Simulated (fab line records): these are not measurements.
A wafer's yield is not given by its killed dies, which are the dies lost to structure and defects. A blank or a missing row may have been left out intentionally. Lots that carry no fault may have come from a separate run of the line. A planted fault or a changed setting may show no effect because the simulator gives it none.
Chamber matching ; flow gf180mcu ; GF_V3_ETCH_16 on rie diel-03 has 4 sister chambers
The step etches BARC in N2/H2. 4 wafers are shown with their chamber, then 9 later ones without.

WAFERS WITH THEIR CHAMBER
wafer;chamber;drypump motor current A (A)
L085.3;3;6.2
L087.1;2;6.2
L087.2;0;5.5
L087.5;1;5.8

WAFERS WHOSE CHAMBER IS MISSING
wafer;drypump motor current A (A)
L096.1;5.5
L096.2;6.3
L096.3;5.8
L096.4;6.1
L096.5;5.5
L096.6;5.8
L097.4;5.5
L097.5;5.8
L097.6;6.1

THE CHAMBER EACH PASSED THROUGH
wafer;from the rows above;in truth
L096.1;0;0
L096.2;can't be placed: 2 or 3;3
L096.3;1;1
L096.4;can't be placed: 2 or 3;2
L096.5;0;0
L096.6;1;1
L097.4;0;0
L097.5;1;1
L097.6;can't be placed: 2 or 3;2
Correctly placed: 6 of 9. Unplaceable from these rows: 3, with the true chamber sitting among the candidates in 3. Placed wrongly: 0.
How it was worked out, from the rows above alone: a wafer's distance from a chamber is the root of the sum, over the readings, of the square of ((its reading less the chamber's mean) divided by the reading's scatter). If the next closest chamber is less than 2 further off than the closest, the wafer can't be placed; otherwise it belongs to the closest. The mean given for a chamber averages the wafers shown for that chamber. The scatter: with one shown wafer a chamber, the root of the mean of the squares of how far each hidden wafer lies from its nearest shown one.
